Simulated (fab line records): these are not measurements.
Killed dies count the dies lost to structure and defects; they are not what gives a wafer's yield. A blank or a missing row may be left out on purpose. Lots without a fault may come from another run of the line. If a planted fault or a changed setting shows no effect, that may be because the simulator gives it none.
fab line records    flow sky130
record: lots: 13  wafers: 39  lastDay: 50
route steps=708 shown METAL1@449 VIA1@460 VIA2@528 PAD_OPEN@708
lots that met no fault: taken from a fault-free run of the same line
startH: the number of hours between the record's first day and the start of the first shown wafer of the lot    waitH: hours elapsed since this lot's preceding step    " the same as in the row above    L1.1+2: a single row standing in for several wafers    - no value, or no start given    * or withheld: withheld    < > ~ a bound
route shown NAME@n: NAME is a module with steps in the file, n the number in the route of the first one    usual: mean and standard deviation over wafers with no fault    same: alike in all rows    chamber/n: place in a boat    sites: readings site by site    _std_site: standard deviation across them    _edge_site: inner sites' mean taken away from outer sites' mean    radiusMm: for every site, how far away it sits from the centre of the wafer    mask NAME#n: copy n    behind: the last tool/chamber to shape the wafer    hold: why the lot was held/for how many hours/how that ended    device: transistor that didn't switch, given as n, p or np    end of line: tests of these same wafers at the route's end    a step with no rows: only its recipe    killed: the dies lost at the first sort to structure and to defects; this is not the yield of the wafer    map: per-die view of a wafer (x killed, . not killed, _ where there is no die)
set.NAME: setting as actually run; set.NAME@STEP: the setting as run at that earlier step    model.NAME: the simulator's own value behind a step, which no gauge read
a sample of lots followed through the steps of the route, with each step as a table and each wafer as a row
services: the hour from which a tool's chamber was out of use, counted from the record's first day as startH (under 0 if before that day), plus the number of hours and why
== steps ==
step: SKY_METAL1_CD_MEAS_15
recipe: targetCdNm: 140
usual: cdNm: 140.0/1.6
lot.wafer  tool      chamber  startH  waitH  cdNm
L202.1     cdSem-01  -        767.35  -      140.1
L202.3     "         -        "       "      136.7
L202.6     "         -        "       "      138.1
L204.1     cdSem-01  -        786.80  -      140.1
L204.3     "         -        "       "      138.3
L204.4     "         -        "       "      137.7
L206.2     cdSem-01  -        793.94  -      140.4
L206.5     "         -        "       "      138.4
L206.6     "         -        "       "      139.9
L205.1     cdSem-01  -        794.50  -      141.0
L205.2     "         -        "       "      139.0
L205.5     "         -        "       "      140.2
L208.1     cdSem-01  -        817.65  -      142.4
L208.3     "         -        "       "      140.6
L208.4     "         -        "       "      141.2
L210.2     cdSem-01  -        832.42  -      139.3
L210.5     "         -        "       "      138.1
L210.6     "         -        "       "      138.9
L211.1     cdSem-01  -        838.35  -      138.9
L211.2     "         -        "       "      138.5
L211.5     "         -        "       "      137.5
L213.3     cdSem-01  -        854.74  -      138.9
L213.4     "         -        "       "      139.3
L213.5     "         -        "       "      141.3
L217.1     cdSem-01  -        885.50  -      140.1
L217.2     "         -        "       "      140.8
L217.6     "         -        "       "      139.6
L222.3     cdSem-01  -        913.84  -      142.8
L222.5     "         -        "       "      140.0
L222.6     "         -        "       "      142.7
L223.1     cdSem-01  -        922.07  -      140.1
L223.4     "         -        "       "      139.9
L223.6     "         -        "       "      139.7
L224.1     cdSem-01  -        929.00  -      139.8
L224.3     "         -        "       "      139.5
L224.6     "         -        "       "      139.9
L225.2     cdSem-01  -        939.27  -      141.3
L225.3     "         -        "       "      140.5
L225.4     "         -        "       "      141.5
step: SKY_VIA1_CMP_02
recipe: material: SiO2  downForcePsi: 4  platenRpm: 60  padVelocityMS: 0.94248
usual: motorCurrentA: 12.5/1.1
lot.wafer  tool    chamber  startH  waitH  motorCurrentA
L202.3     cmp-02  1        768.51  0.0    13.2
L202.1     "       3        "       "      12.1
L202.6     "       1        "       "      13.2
L204.3     cmp-02  1        787.91  0.0    13.2
L204.1     "       2        "       "      10.6
L204.4     "       0        "       "      12.9
L206.2     cmp-01  3        795.21  0.0    13.7
L206.5     "       3        "       "      14.1
L206.6     "       0        "       "      12.1
L205.2     cmp-02  0        795.61  0.0    13.2
L205.1     "       3        "       "      12.7
L205.5     "       1        "       "      13.4
L208.1     cmp-02  1        818.80  0.1    14.1
L208.4     "       2        "       "      10.9
L208.3     "       0        "       "      12.7
L210.2     cmp-02  0        833.57  0.0    13.1
L210.5     "       0        "       "      13.3
L210.6     "       1        "       "      13.8
L211.2     cmp-01  3        839.50  0.1    14.1
L211.1     "       1        "       "      12.7
L211.5     "       3        "       "      14.4
L213.4     cmp-02  3        855.81  0.0    12.4
L213.3     "       2        "       "      9.7
L213.5     "       3        "       "      12.5
L217.2     cmp-01  2        886.75  0.1    11.4
L217.1     "       3        "       "      13.4
L217.6     "       1        "       "      12.2
L222.3     cmp-01  0        915.00  0.1    12.0
L222.5     "       3        "       "      13.1
L222.6     "       0        "       "      12.0
L223.4     cmp-02  3        923.51  0.4    12.3
L223.1     "       1        "       "      13.6
L223.6     "       2        "       "      10.6
L224.3     cmp-01  0        935.21  5.1    12.3
L224.1     "       1        "       "      13.4
L224.6     "       3        "       "      14.4
L225.4     cmp-02  1        940.41  0.1    14.3
L225.2     "       2        "       "      10.5
L225.3     "       3        "       "      12.8
step: SKY_VIA1_BOW_MEAS_03
recipe: mode: bow
usual: VIA1_BOW: 81/7.5
lot.wafer  tool          chamber  startH  waitH  VIA1_BOW[um]
L202.1     filmMetro-04  -        768.81  0.1    71
L202.3     "             -        "       "      80
L202.6     "             -        "       "      81
L204.1     filmMetro-04  -        788.21  0.2    78
L204.3     "             -        "       "      90
L204.4     "             -        "       "      74
L206.2     filmMetro-01  -        795.53  0.3    84
L206.5     "             -        "       "      73
L206.6     "             -        "       "      95
L205.1     filmMetro-02  -        795.91  0.1    79
L205.2     "             -        "       "      84
L205.5     "             -        "       "      78
L208.1     filmMetro-01  -        819.10  0.2    86
L208.3     "             -        "       "      89
L208.4     "             -        "       "      91
L210.2     filmMetro-01  -        833.89  0.3    78
L210.5     "             -        "       "      76
L210.6     "             -        "       "      85
L211.1     filmMetro-04  -        839.75  0.1    88
L211.2     "             -        "       "      85
L211.5     "             -        "       "      79
L213.3     filmMetro-01  -        856.15  0.1    82
L213.4     "             -        "       "      85
L213.5     "             -        "       "      86
L217.1     filmMetro-02  -        887.00  0.1    95
L217.2     "             -        "       "      89
L217.6     "             -        "       "      85
L222.3     filmMetro-01  -        915.29  0.2    79
L222.5     "             -        "       "      89
L222.6     "             -        "       "      77
L223.1     filmMetro-04  -        923.76  0.1    71
L223.4     "             -        "       "      73
L223.6     "             -        "       "      69
L224.1     filmMetro-01  -        935.41  0.1    73
L224.3     "             -        "       "      83
L224.6     "             -        "       "      82
L225.2     filmMetro-02  -        940.68  0.2    90
L225.3     "             -        "       "      98
L225.4     "             -        "       "      97
step: SKY_VIA2_CVD_21
recipe: material: W  targetThkNm: 420  timeS: 126.4  tempC: 400  pressureTorr: 40
usual: heaterPowerW: 893/100  susceptorTempC: 400.02/0.22
lot.wafer  tool     chamber  startH   waitH  heaterPowerW  susceptorTempC
L202.1     cvdW-01  0        851.64   0.0    970           400.07
L202.3     "        1        "        "      817           400.42
L202.6     "        0        "        "      975           399.97
L204.1     cvdW-02  0        870.39   0.0    778           400.21
L204.3     "        0        "        "      787           400.18
L204.4     "        1        "        "      1043          400.06
L206.2     cvdW-01  1        877.90   0.0    812           400.08
L206.5     "        1        "        "      811           399.83
L206.6     "        0        "        "      981           399.68
L205.1     cvdW-02  1        878.23   0.0    1055          400.02
L205.2     "        0        "        "      767           399.59
L205.5     "        0        "        "      773           400.02
L208.1     cvdW-01  0        901.40   0.0    999           400.66
L208.3     "        0        "        "      992           400.19
L208.4     "        1        "        "      791           399.63
L210.2     cvdW-01  0        916.26   0.0    989           400.19
L210.5     "        1        "        "      837           400.07
L210.6     "        0        "        "      975           399.99
L211.1     cvdW-01  1        919.72   0.0    819           399.81
L211.2     "        0        "        "      994           399.90
L211.5     "        0        "        "      987           399.70
L213.3     cvdW-01  0        935.31   0.1    980           399.64
L213.4     "        1        "        "      797           399.94
L213.5     "        1        "        "      799           399.91
L217.1     cvdW-01  0        965.44   0.0    991           400.07
L217.2     "        1        "        "      826           400.19
L217.6     "        0        "        "      982           400.01
L222.3     cvdW-01  1        992.38   0.1    817           399.95
L222.5     "        0        "        "      970           399.97
L222.6     "        1        "        "      809           400.18
L223.1     cvdW-01  1        998.17   0.0    829           400.27
L223.4     "        0        "        "      974           400.13
L223.6     "        0        "        "      973           400.22
L224.1     cvdW-02  0        1009.78  0.0    757           400.38
L224.3     "        0        "        "      757           400.20
L224.6     "        1        "        "      965           399.92
L225.2     cvdW-02  0        1015.89  0.0    764           399.96
L225.3     "        1        "        "      970           400.02
L225.4     "        0        "        "      763           400.20
step: SKY_PAD_OPEN_PROBE_99
usual: defectLimitedYield: 82.1/1.8  killed_at_M0_to_M3: 44/6.2  killed_at_M4_up: 3.3/1.7  killedAtContacts: 24/4.9  killedAtFrontEnd: 16/5  killedAtOther: 0.3/0.48  killedDies: 88/9  killedOnRim: 17/3.7  killedOpen: 48/7  killedShort: 39/6.1  sort_bin_3_pad_short: 0.9/0.46  sort_bin_5_function: 10.6/1.4  sort_bin_6_memory: 6.4/1.1  sortNPass: 404/9  sortYieldPct: 82.1/1.8
same: grossDies: 492  killedAtBackSide: 0  sort_bin_4_leakage[%]: 0  sort_bin_8_speed[%]: 0
lot.wafer  tool       chamber  startH   waitH  defectLimitedYield[%]  killed_at_M0_to_M3  killed_at_M4_up  killedAtContacts  killedAtFrontEnd  killedAtOther  killedDies  killedOnRim  killedOpen  killedShort  sort_bin_3_pad_short[%]  sort_bin_5_function[%]  sort_bin_6_memory[%]  sortNPass  sortYieldPct[%]
L206.2     prober-02  -        1102.82  0.1    85.4                   35                  3                22                12                0              72          17           42          26           0.6                      8.5                     5.5                   420        85.4
L206.5     prober-02  -        1102.97  0.2    84.6                   43                  1                24                8                 0              76          12           44          31           0.8                      9.1                     5.5                   416        84.6
L206.6     prober-02  -        1103.02  0.2    81.9                   51                  3                25                10                0              89          17           55          34           0.4                      11.8                    5.9                   403        81.9
L208.4     prober-01  -        1115.08  0.2    79.7                   48                  6                24                21                1              100         28           59          41           0.6                      12.4                    7.3                   392        79.7
L210.2     prober-01  -        1130.02  0.1    81.1                   51                  3                20                19                0              93          16           49          43           1.2                      10.6                    7.1                   399        81.1
L210.5     prober-01  -        1130.17  0.2    82.5                   43                  5                23                15                0              86          18           45          41           1.0                      11.2                    5.3                   406        82.5
L210.6     prober-01  -        1130.22  0.2    83.5                   52                  2                16                11                0              81          13           43          37           0.4                      9.8                     6.3                   411        83.5
L211.1     prober-02  -        1133.26  0.1    82.9                   45                  2                21                15                1              84          17           52          32           0.4                      11.6                    5.1                   408        82.9
L211.2     prober-02  -        1133.31  0.1    81.7                   43                  6                22                19                0              90          13           43          45           0                        10.2                    8.1                   402        81.7
L211.5     prober-02  -        1133.46  0.2    83.5                   39                  2                21                18                1              81          14           47          32           1.4                      10.0                    5.1                   411        83.5
L213.3     prober-02  -        1142.99  0.2    53.9                   200                 2                15                10                0              227         44           33          30           2.2                      29.7                    14.2                  265        53.9
L213.4     prober-02  -        1143.04  0.2    50.4                   203                 3                22                16                0              244         48           47          25           2.8                      33.7                    13.0                  248        50.4
L213.5     prober-02  -        1143.09  0.2    51.6                   201                 1                19                16                1              238         52           37          38           2.8                      31.1                    14.4                  254        51.6
L217.1     prober-02  -        1168.83  0.1    81.9                   42                  6                19                22                0              89          24           43          44           0.6                      12.0                    5.5                   403        81.9
L217.6     prober-02  -        1169.08  0.2    83.3                   40                  2                24                16                0              82          20           46          36           0.6                      9.1                     6.9                   410        83.3
L222.3     prober-01  -        1189.13  0.2    79.3                   51                  1                33                16                1              102         19           56          46           1.0                      11.6                    8.1                   390        79.3
L222.5     prober-01  -        1189.23  0.2    82.9                   49                  6                19                10                0              84          9            46          38           1.4                      10.4                    5.3                   408        82.9
L222.6     prober-01  -        1189.28  0.2    80.9                   47                  4                23                20                0              94          18           55          37           0.6                      11.2                    7.3                   398        80.9
L223.1     prober-02  -        1189.82  0.1    82.1                   45                  5                25                12                1              88          12           50          37           0.8                      10.6                    6.5                   404        82.1
L223.4     prober-02  -        1189.97  0.2    81.5                   48                  2                26                15                0              91          16           48          43           1.0                      9.3                     8.1                   401        81.5
L223.6     prober-02  -        1190.07  0.2    81.1                   49                  5                24                15                0              93          12           46          47           2.0                      10.2                    6.7                   399        81.1
L224.1     prober-01  -        1197.19  0.1    80.7                   51                  1                29                14                0              95          23           48          46           1.2                      11.4                    6.7                   397        80.7
L224.3     prober-01  -        1197.29  0.2    82.3                   39                  6                33                9                 0              87          19           46          41           0.8                      10.2                    6.7                   405        82.3
L224.6     prober-01  -        1197.44  0.2    81.3                   40                  4                30                18                0              92          18           47          45           1.4                      10.4                    6.9                   400        81.3
L225.2     prober-02  -        1204.01  0.1    82.3                   43                  3                26                15                0              87          16           58          29           0.8                      10.8                    6.1                   405        82.3
killed by level:class
L206.2 VIA1:geometricParticle:open=11 LOCAL_INTERCONNECT:geometricParticle:short=8 VIA2:geometricParticle:open=7 CONTACT:geometricParticle:open=6 METAL1:geometricParticle:short=5 LI_CONTACT:geometricParticle:open=4 VIA3:geometricParticle:open=4 POLY_GATE:areaEtch=4
L206.5 VIA1:geometricParticle:open=11 VIA3:geometricParticle:open=8 LI_CONTACT:geometricParticle:open=7 CONTACT:geometricParticle:open=5 FIELD_ISO:geometricParticle:short=4 CONTACT:geometricParticle:short=4 VIA1:geometricParticle:short=4 LI_CONTACT:geometricParticle:short=3
L206.6 VIA1:geometricParticle:open=18 CONTACT:geometricParticle:open=10 VIA2:geometricParticle:open=7 LI_CONTACT:geometricParticle:open=6 VIA3:geometricParticle:open=6 METAL2:geometricParticle:short=5 CONTACT:geometricParticle:short=4 VIA2:geometricParticle:short=4
L208.4 VIA1:geometricParticle:open=10 CONTACT:geometricParticle:open=10 FIELD_ISO:geometricParticle:open=8 METAL1:geometricParticle:short=7 VIA3:geometricParticle:open=7 VIA2:geometricParticle:open=6 POLY_GATE:geometricParticle:short=5 LI_CONTACT:geometricParticle:open=5
L210.2 VIA1:geometricParticle:open=9 CONTACT:geometricParticle:open=8 POLY_GATE:geometricParticle:open=7 METAL1:geometricParticle:short=6 LI_CONTACT:geometricParticle:open=6 VIA1:geometricParticle:short=6 VIA3:geometricParticle:open=6 VIA3:geometricParticle:short=6
L210.5 CONTACT:geometricParticle:open=10 VIA1:geometricParticle:open=9 VIA2:geometricParticle:open=6 METAL1:geometricParticle:short=6 POLY_GATE:geometricParticle:short=5 LI_CONTACT:geometricParticle:open=5 FIELD_ISO:geometricParticle:open=4 POLY_GATE:geometricParticle:open=4
L210.6 VIA1:geometricParticle:short=10 VIA1:geometricParticle:open=10 VIA3:geometricParticle:open=7 VIA2:geometricParticle:open=6 LI_CONTACT:geometricParticle:open=5 METAL2:geometricParticle:short=5 FIELD_ISO:geometricParticle:open=4 VIA2:geometricParticle:short=4
L211.1 VIA1:geometricParticle:open=11 CONTACT:geometricParticle:open=11 VIA2:geometricParticle:open=9 VIA3:geometricParticle:open=7 LI_CONTACT:geometricParticle:open=6 VIA2:geometricParticle:short=5 FIELD_ISO:geometricParticle:short=4 POLY_GATE:geometricParticle:short=3
L211.2 CONTACT:geometricParticle:open=9 VIA2:geometricParticle:open=9 VIA1:geometricParticle:open=7 CONTACT:geometricParticle:short=5 METAL2:geometricParticle:short=5 METAL4:geometricParticle:short=5 FIELD_ISO:geometricParticle:short=4 POLY_GATE:geometricParticle:short=4
L211.5 VIA1:geometricParticle:open=15 FIELD_ISO:geometricParticle:open=6 LI_CONTACT:geometricParticle:open=6 CONTACT:geometricParticle:open=6 METAL1:geometricParticle:short=5 VIA2:geometricParticle:open=5 FIELD_ISO:geometricParticle:short=4 LOCAL_INTERCONNECT:geometricParticle:short=4
L213.3 VIA1:unspecified=164 VIA1:geometricParticle:open=11 METAL1:geometricParticle:short=7 POLY_GATE:geometricParticle:short=5 CONTACT:geometricParticle:open=5 METAL2:geometricParticle:short=4 FIELD_ISO:geometricParticle:open=3 VIA2:geometricParticle:open=3
L213.4 VIA1:unspecified=172 VIA1:geometricParticle:open=8 VIA3:geometricParticle:open=7 CONTACT:geometricParticle:open=7 VIA2:geometricParticle:open=7 POLY_GATE:geometricParticle:open=5 LI_CONTACT:geometricParticle:open=5 FIELD_ISO:geometricParticle:short=4
L213.5 VIA1:unspecified=162 VIA1:geometricParticle:open=9 VIA3:geometricParticle:open=6 FIELD_ISO:geometricParticle:open=5 METAL2:geometricParticle:short=5 LI_CONTACT:geometricParticle:short=4 LOCAL_INTERCONNECT:geometricParticle:open=4 CONTACT:geometricParticle:open=4
L217.1 VIA1:geometricParticle:open=8 VIA2:geometricParticle:open=7 FIELD_ISO:geometricParticle:open=6 FIELD_ISO:geometricParticle:short=5 LI_CONTACT:geometricParticle:open=5 METAL1:geometricParticle:short=5 METAL2:geometricParticle:short=5 VIA3:geometricParticle:short=5
L217.6 METAL2:geometricParticle:short=9 VIA2:geometricParticle:open=8 LI_CONTACT:geometricParticle:open=7 CONTACT:geometricParticle:open=7 LOCAL_INTERCONNECT:geometricParticle:short=6 FIELD_ISO:geometricParticle:short=5 VIA1:geometricParticle:open=5 VIA3:geometricParticle:open=4
L222.3 VIA1:geometricParticle:open=13 FIELD_ISO:geometricParticle:open=11 CONTACT:geometricParticle:open=10 LI_CONTACT:geometricParticle:open=9 METAL1:geometricParticle:short=7 VIA1:geometricParticle:short=6 VIA3:geometricParticle:open=6 VIA3:geometricParticle:short=5
L222.5 VIA1:geometricParticle:open=14 CONTACT:geometricParticle:open=9 METAL1:geometricParticle:short=6 VIA3:geometricParticle:open=6 VIA1:geometricParticle:short=5 VIA2:geometricParticle:open=5 VIA3:geometricParticle:short=4 METAL4:geometricParticle:short=4
L222.6 VIA1:geometricParticle:open=15 CONTACT:geometricParticle:open=10 FIELD_ISO:geometricParticle:open=9 VIA2:geometricParticle:open=7 CONTACT:geometricParticle:short=6 VIA1:geometricParticle:short=6 METAL3:geometricParticle:short=4 VIA3:geometricParticle:open=4
L223.1 CONTACT:geometricParticle:open=11 VIA1:geometricParticle:open=8 LI_CONTACT:geometricParticle:open=6 VIA2:geometricParticle:open=6 VIA3:geometricParticle:open=6 METAL1:geometricParticle:short=5 VIA1:geometricParticle:short=5 METAL2:geometricParticle:short=5
L223.4 VIA1:geometricParticle:open=13 CONTACT:geometricParticle:open=12 METAL2:geometricParticle:short=9 METAL3:geometricParticle:short=6 LI_CONTACT:geometricParticle:short=5 POLY_GATE:geometricParticle:open=5 VIA1:geometricParticle:short=5 VIA2:geometricParticle:open=5
L223.6 VIA1:geometricParticle:open=10 VIA1:geometricParticle:short=9 LI_CONTACT:geometricParticle:open=7 VIA2:geometricParticle:open=7 CONTACT:geometricParticle:short=7 METAL2:geometricParticle:short=7 VIA3:geometricParticle:open=7 FIELD_ISO:geometricParticle:open=6
L224.1 VIA1:geometricParticle:open=21 CONTACT:geometricParticle:open=10 METAL1:geometricParticle:short=10 LI_CONTACT:geometricParticle:open=7 LOCAL_INTERCONNECT:geometricParticle:short=6 FIELD_ISO:geometricParticle:short=5 CONTACT:geometricParticle:short=5 METAL2:geometricParticle:short=5
L224.3 CONTACT:geometricParticle:open=12 VIA1:geometricParticle:open=10 CONTACT:geometricParticle:short=7 LI_CONTACT:geometricParticle:open=6 LI_CONTACT:geometricParticle:short=5 VIA3:geometricParticle:open=5 METAL2:geometricParticle:short=4 VIA2:geometricParticle:short=4
L224.6 LI_CONTACT:geometricParticle:open=10 CONTACT:geometricParticle:open=8 VIA3:geometricParticle:open=7 FIELD_ISO:geometricParticle:short=6 VIA1:geometricParticle:open=6 VIA1:geometricParticle:short=5 LOCAL_INTERCONNECT:geometricParticle:short=5 VIA3:geometricParticle:short=5
L225.2 CONTACT:geometricParticle:open=13 VIA1:geometricParticle:open=12 VIA2:geometricParticle:open=9 LI_CONTACT:geometricParticle:open=6 POLY_GATE:geometricParticle:open=5 FIELD_ISO:geometricParticle:short=4 VIA3:geometricParticle:open=4 METAL2:geometricParticle:short=4
== services ==
tool     chamber  startH   hours  kind
cmp-02   -        748.00   -      consumableReplace:conditioner
cmp-02   -        748.00   -      consumableReplace:pad
cmp-02   -        751.46   6.3    pm
cmp-01   -        762.72   8.1    pm
cvdW-02  -        766.62   2.8    pm
cvdW-01  -        774.73   0.7    repair
cmp-02   -        784.70   2.3    repair
cmp-02   -        788.88   1.8    repair
cmp-01   -        806.47   1.4    repair
cvdW-01  1        816.50   5.7    repair
cvdW-01  -        830.44   5.0    repair
cvdW-01  1        842.17   4.9    repair
cmp-01   -        843.55   3.4    repair
cvdW-02  0        890.49   5.7    repair
cvdW-02  -        899.27   2.4    repair
cvdW-02  -        904.00   14.0   pm
cmp-02   -        914.81   5.0    pm
cmp-01   -        920.84   4.0    pm
cmp-02   -        924.84   12.0   pm
cmp-01   -        929.32   5.5    repair
cmp-01   -        961.95   1.5    repair
cmp-01   -        977.06   7.3    pm
cmp-02   -        997.86   1.8    repair
cvdW-02  -        1002.99  5.2    repair
== key ==
firstSign: step: SKY_PAD_OPEN_PROBE_99  reading: killed_at_M0_to_M3  direction: up  sigmas: 25  usual: 44  struck: 201
effect: step: SKY_PAD_OPEN_PROBE_99  reading: defectLimitedYield  direction: down  sigmas: 16  usual: 82.1  struck: 52.0
metAt SKY_VIA1_CMP_02
struckLots L213
notActingAt SKY_METAL1_CD_MEAS_15,SKY_VIA1_BOW_MEAS_03,SKY_VIA2_CVD_21
onsetBetween 833.57 855.81
fault: kind: chamberParticleSource  tool: cmp-02  chamber: -  onsetH: 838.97  steps: SKY_VIA1_CMP_02  ratePerVisitCm2: 0.90298  endH: 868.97
